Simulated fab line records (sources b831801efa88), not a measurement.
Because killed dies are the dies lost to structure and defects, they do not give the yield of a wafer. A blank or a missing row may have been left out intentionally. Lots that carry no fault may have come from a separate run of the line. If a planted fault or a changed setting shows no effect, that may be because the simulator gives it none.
Which tool did it? -- flow gf180mcu -- 33 wafers from 11 lots sampled at 5 of the route's 602 steps

== WHAT THE GAUGES SHOWED, per wafer ==
GF_V4_RS_MEAS_24: uses a four-point probe to measure. Usual: V4_W_RS typically reads 0.327 ohm/sq, with standard deviation 0.0038.
lot,measured,on,V4_W_RS (ohm/sq),flag
L487,day 25 09:58,film-metro-01,0.329 0.320 0.317,
L490,day 26 00:18,film-metro-04,0.332 0.332 0.333,
L491,day 26 04:31,film-metro-01,0.329 0.329 0.328,
L493,day 26 20:05,film-metro-01,0.325 0.324 0.330,
L495,day 27 09:19,film-metro-02,0.327 0.324 0.327,
L497,day 27 23:56,film-metro-04,0.323 0.328 0.323,
L499,day 28 20:43,film-metro-01,0.330 0.334 0.330,
L500,day 29 04:24,film-metro-02,0.324 0.325 0.327,
L501,day 29 04:47,film-metro-02,0.324 0.325 0.321,
L508,day 31 02:14,film-metro-02,0.323 0.317 0.317,
L509,day 31 05:56,film-metro-02,0.326 0.331 0.329,

GF_M5_CD_MEAS_07: the cd target is 280 nm. Usual: 279.6 nm for cd-nm, sd 1.2.
lot,measured,on,cd-nm (nm),flag
L487,day 27 03:58,cd-sem-01,279.3 279.5 277.9,
L490,day 27 18:22,cd-sem-02,282.0 279.9 279.7,
L491,day 27 21:49,cd-sem-02,279.0 279.3 279.2,
L493,day 28 12:42,cd-sem-01,279.6 279.7 279.8,
L495,day 29 02:24,cd-sem-02,279.4 278.0 279.2,
L497,day 29 16:55,cd-sem-02,281.9 280.5 281.2,
L501,day 30 19:07,cd-sem-02,277.5 278.9 278.7,
L508,day 32 13:28,cd-sem-01,279.2 277.9 279.3,
L509,day 32 15:22,cd-sem-02,280.1 278.8 280.2,

== WHICH TOOL RAN EACH LOT (tool, then ch and the chambers of the sampled wafers, then the start) ==
lot,GF_V4_CVD_23,GF_MIM_METAL_ETCH_19,GF_MIM_STRIP_20
L487,"cvd-w-02 ch 0,1, day 25 09:51","rie-metal-01 ch 0, day 26 07:40","plasma-asher-02 ch 0,1, day 26 07:48"
L490,"cvd-w-02 ch 0,1, day 26 00:11","rie-metal-04 ch 0,1, day 26 21:53","plasma-asher-03 ch 0,1, day 26 21:57"
L491,"cvd-w-01 ch 0,1, day 26 04:23","rie-metal-04 ch 1, day 27 00:55","plasma-asher-03 ch 0,1, day 27 00:59"
L493,"cvd-w-01 ch 0,1, day 26 19:59","rie-metal-01 ch 0, day 27 16:52","plasma-asher-01 ch 0,1, day 27 16:59"
L495,"cvd-w-01 ch 0,1, day 27 09:12","rie-metal-04 ch 0, day 28 06:34","plasma-asher-02 ch 0,1, day 28 06:41"
L497,"cvd-w-02 ch 0,1, day 27 23:49","rie-metal-04 ch 0, day 28 20:17","plasma-asher-01 ch 0,1, day 28 20:25"
L499,"cvd-w-01 ch 1, day 28 20:34","rie-metal-03 ch 0,1, day 29 17:23","plasma-asher-03 ch 1, day 29 17:27"
L500,"cvd-w-01 ch 0,1, day 29 04:17","rie-metal-04 ch 1, day 29 23:43","plasma-asher-02 ch 0,1, day 29 23:52"
L501,"cvd-w-02 ch 0,1, day 29 04:40","rie-metal-03 ch 0, day 30 00:28","plasma-asher-01 ch 0,1, day 30 00:32"
L508,"cvd-w-02 ch 0,1, day 31 02:08","rie-metal-04 ch 0,1, day 31 20:01","plasma-asher-01 ch 0,1, day 31 20:05"
L509,"cvd-w-01 ch 0,1, day 31 05:50","rie-metal-03 ch 1, day 31 22:19","plasma-asher-01 ch 0,1, day 31 22:27"
- GF_V4_CVD_23: deposits W, target thk 350 nm, time 104.9 s.
- GF_MIM_METAL_ETCH_19: etches the open film in Cl2/BCl3, stops on Si3N4, target depth 324.5 nm, time 54.1 s.
- GF_MIM_STRIP_20: strips in O2/N2.

== WHAT THE TOOLS THEMSELVES READ (means of the sampled wafers that have a number; where no wafer has one, the mark that the record gives instead) ==
GF_V4_CVD_23. Usual: heater-power-w 916 W, standard deviation 92; susceptor-temp-C 399.99 C, standard deviation 0.22.
lot,tool,heater-power-w (W),susceptor-temp-C (C),flag
L487,cvd-w-02,887,399.99,
L490,cvd-w-02,961,399.93,
L491,cvd-w-01,914,399.94,
L493,cvd-w-01,914,399.99,
L495,cvd-w-01,921,400.02,
L497,cvd-w-02,901,399.77,
L499,cvd-w-01,948,400.25,
L500,cvd-w-01,922,400.21,
L501,cvd-w-02,907,399.73,
L508,cvd-w-02,910,400.08,
L509,cvd-w-01,924,399.97,

GF_MIM_METAL_ETCH_19. Usual: bcl3-flow-sccm 39.98 sccm, standard deviation 0.11; bias-w 140.1 W, standard deviation 0.39; drypump-motor-current-A 5.8 A, standard deviation 0.67; oes-product-au 0.943 a.u., standard deviation 0.0068; throttle-valve-pct 28.282 %, standard deviation 0.01.
lot,tool,bcl3-flow-sccm (sccm),bias-w (W),drypump-motor-current-A (A),oes-product-au (a.u.),throttle-valve-pct (%),flag
L487,rie-metal-01,39.93,139.8,4.8,0.939,28.288,
L490,rie-metal-04,39.97,139.8,5.8,0.937,28.294,
L491,rie-metal-04,39.79,140.4,5.5,0.937,28.279,
L493,rie-metal-01,40.13,139.8,4.8,0.940,28.280,
L495,rie-metal-04,39.95,140.4,6.6,0.952,28.273,
L497,rie-metal-04,40.01,140.2,6.6,0.946,28.279,
L499,rie-metal-03,-,-,-,-,-,OFF
L500,rie-metal-04,-,-,-,-,-,OFF
L501,rie-metal-03,39.86,140.4,5.8,0.942,28.279,
L508,rie-metal-04,40.07,139.7,6.2,0.943,28.288,
L509,rie-metal-03,40.02,139.8,6.1,0.940,28.277,

GF_MIM_STRIP_20. Usual: drypump-motor-current-A 5.7 A, standard deviation 0.51; heater-power-w 327 W, standard deviation 36; oes-product-au 0.692 a.u., standard deviation 0.005; strip-time-to-endpoint-s 11.22 s, standard deviation 0.043.
lot,tool,drypump-motor-current-A (A),heater-power-w (W),oes-product-au (a.u.),strip-time-to-endpoint-s (s),flag
L487,plasma-asher-02,5.6,322,0.700,11.25,
L490,plasma-asher-03,5.9,297,0.694,11.22,
L491,plasma-asher-03,6.2,298,0.693,11.22,
L493,plasma-asher-01,5.7,357,0.687,11.23,
L495,plasma-asher-02,5.3,311,0.696,11.28,
L497,plasma-asher-01,5.7,377,0.694,11.26,
L499,plasma-asher-03,6.6,294,0.713,12.62,OFF
L500,plasma-asher-02,5.3,311,0.714,12.62,OFF
L501,plasma-asher-01,5.6,353,0.689,11.25,
L508,plasma-asher-01,5.6,356,0.690,11.20,
L509,plasma-asher-01,5.6,377,0.695,11.25,

== THE ANSWER, worked out from the rows above alone ==
Rule: lot off if the mean of its wafers having a number is beyond 3 standard deviations from the usual mean. A lot without any number at a reading at which 4 lots or more have one is off too. All remaining lots with rows at the step are treated as sound. First the gauges in route order, then the tools' own readings, where a lot's mean is used as printed above. The first step at which some lot is off is used, and at that step the reading that is off furthest; a lot without a number counts as furthest.
Off: L499, L500 (GF_MIM_METAL_ETCH_19, bcl3-flow-sccm). Without a number there: L499, L500.
If a tool, at that step or one of the process steps before it, ran each lot that is off and ran no sound lot following the first of them, it fits. None of those tried fits.

== WHAT THE SIMULATOR HAD INSERTED ==
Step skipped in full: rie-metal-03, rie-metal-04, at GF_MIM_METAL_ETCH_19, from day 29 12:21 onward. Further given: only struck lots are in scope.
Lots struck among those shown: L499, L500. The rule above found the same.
